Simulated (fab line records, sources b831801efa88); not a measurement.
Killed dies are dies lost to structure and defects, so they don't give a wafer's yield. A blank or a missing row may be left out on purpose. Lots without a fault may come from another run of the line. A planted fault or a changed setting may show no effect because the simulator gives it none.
Which tool did it? | flow gf180mcu | 13 lots, 39 wafers sampled, at 4 steps of a route of 602

WHAT THE GAUGES READ, wafer by wafer
GF_VT_IMPLANT_OVL_MEAS_29.
lot  | measured     | on         | VT_IMPLANT_02_OVL (nm)
L137 | day 6 21:27  | overlay-02 | -0.5 -1.4 0.1
L141 | day 7 21:17  | overlay-02 | 1.7 0.2 0.9
L144 | day 8 19:35  | overlay-01 | -4.4 -3.1 -2.9
L146 | day 9 08:19  | overlay-01 | 1.6 -0.1 0.9
L149 | day 10 03:57 | overlay-01 | -1.5 -2.0 -0.5
L150 | day 10 09:26 | overlay-01 | -0.7 -1.6 -1.9
L151 | day 10 14:49 | overlay-02 | 2.3 0.7 1.1
L152 | day 10 23:17 | overlay-02 | 0.1 0.2 -0.2
L153 | day 11 04:26 | overlay-02 | 0.8 -0.6 -1.0
L154 | day 11 10:14 | overlay-01 | 0.1 -1.1 0.1
L158 | day 12 17:11 | overlay-02 | 2.5 -0.6 -0.1
L159 | day 12 22:56 | overlay-02 | -1.3 1.2 -1.7
L160 | day 13 03:43 | overlay-02 | 0.7 0.8 -0.9

GF_POLY_GATE_THK_MEAS_17.
lot  | measured     | on            | POLY_GATE_OXIDATION_THK (nm)
L137 | day 9 06:42  | film_metro-03 | 3.89 3.87 3.88
L141 | day 10 08:37 | film_metro-03 | 3.97 3.94 3.97
L144 | day 11 10:05 | film_metro-04 | 3.96 4.03 3.93
L146 | day 11 22:47 | film_metro-01 | 3.97 3.99 4.01
L149 | day 12 19:06 | film_metro-03 | 3.96 3.90 3.95
L150 | day 13 01:58 | film_metro-03 | 3.89 3.88 3.88
L151 | day 13 08:54 | film_metro-03 | 3.82 3.94 3.88
L152 | day 13 17:15 | film_metro-01 | 3.84 3.89 3.98
L153 | day 13 23:00 | film_metro-01 | 3.94 3.92 3.87
L154 | day 14 04:35 | film_metro-03 | 3.95 4.05 3.98
L158 | day 15 13:59 | film_metro-04 | 3.86 3.87 3.90
L159 | day 15 22:58 | film_metro-01 | 3.78 3.90 3.90
L160 | day 16 02:46 | film_metro-03 | 3.87 3.93 3.90

GF_PSD_RS_MEAS_15: measures by four-point-probe.
lot  | measured     | on            | PSD_RS (ohm/sq)
L137 | day 14 05:38 | film_metro-01 | 108.32 107.95 108.39
L141 | day 15 12:44 | film_metro-04 | 108.94 108.82 108.60
L144 | day 16 19:20 | film_metro-01 | 107.98 108.19 108.42
L146 | day 17 09:20 | film_metro-04 | 108.57 108.58 108.60
L149 | day 18 11:29 | film_metro-01 | 108.17 108.15 107.87
L150 | day 18 19:26 | film_metro-01 | 108.49 108.28 108.36
L151 | day 19 03:20 | film_metro-04 | 108.32 108.49 108.75
L152 | day 19 12:56 | film_metro-01 | 108.38 108.48 108.63
L153 | day 19 19:09 | film_metro-04 | 108.19 108.33 108.42
L154 | day 20 01:46 | film_metro-02 | 108.51 108.53 108.73
L158 | day 21 15:57 | film_metro-01 | 108.13 108.02 107.98
L159 | day 22 02:43 | film_metro-01 | 108.41 108.38 108.44
L160 | day 22 04:57 | film_metro-02 | 108.45 108.50 108.82

WHICH TOOL RAN EACH LOT (tool, then ch and the chambers of the sampled wafers, then the start)
lot  | GF_LVPWELL_EXPOSE_04
L137 | iline_stepper-02 ch 0, day 3 15:01
L141 | iline_stepper-01 ch 0, day 4 12:13
L144 | iline_stepper-02 ch 0, day 5 05:44
L146 | iline_stepper-02 ch 0, day 5 16:32
L149 | iline_stepper-02 ch 0, day 6 10:28
L150 | iline_stepper-01 ch 0, day 6 14:48
L151 | iline_stepper-02 ch 0, day 6 19:42
L152 | iline_stepper-01 ch 0, day 7 02:02
L153 | iline_stepper-01 ch 0, day 7 05:38
L154 | iline_stepper-02 ch 0, day 7 12:10
L158 | iline_stepper-02 ch 0, day 8 14:19
L159 | iline_stepper-02 ch 0, day 8 17:50
L160 | iline_stepper-01 ch 0, day 8 22:44
- GF_LVPWELL_EXPOSE_04: exposes mask LVPWELL, target cd 600 nm.

WHAT THE TOOLS THEMSELVES READ (means of the sampled wafers that have a number; where no wafer has one, the mark that the record gives instead)
GF_LVPWELL_EXPOSE_04.
lot  | tool             | exposure_dose_mJ_cm2 | focus_offset_nm (nm)
L137 | iline_stepper-02 | 259.98               | 0.0
L141 | iline_stepper-01 | 259.83               | 0.5
L144 | iline_stepper-02 | 260.08               | -0.1
L146 | iline_stepper-02 | 259.61               | -0.4
L149 | iline_stepper-02 | 260.08               | -0.5
L150 | iline_stepper-01 | 260.08               | 0.7
L151 | iline_stepper-02 | 259.88               | -0.4
L152 | iline_stepper-01 | 259.89               | -0.4
L153 | iline_stepper-01 | 260.03               | 0.1
L154 | iline_stepper-02 | 260.04               | -0.1
L158 | iline_stepper-02 | 259.93               | 0.0
L159 | iline_stepper-02 | 259.75               | 0.1
L160 | iline_stepper-01 | 259.83               | 0.2

THE ANSWER, worked out from the rows above alone
Rule: what is usual is taken from the lots themselves. Put in order of their means at a reading, lots are off if they are a third of the lots or fewer, leave a main group of 4 or more, and stand apart from it by a gap of 3 or more times the standard deviation of the main group's means; of several such gaps the widest counts. A main group whose means are all the same, to the digits that the tables above print for the reading, isn't used. A lot without any number at a reading at which 4 lots or more have one is off too. The other lots that the step has rows for count as sound. The gauges are gone through in route order, then the tools' own readings, and for those a lot's mean is taken as printed above. The first step at which some lot is off is used, and at that step the reading that is off furthest; a lot without a number counts as furthest.
No lot is off at any reading shown: from this, nothing can be told.

WHAT THE SIMULATOR HAD PUT IN
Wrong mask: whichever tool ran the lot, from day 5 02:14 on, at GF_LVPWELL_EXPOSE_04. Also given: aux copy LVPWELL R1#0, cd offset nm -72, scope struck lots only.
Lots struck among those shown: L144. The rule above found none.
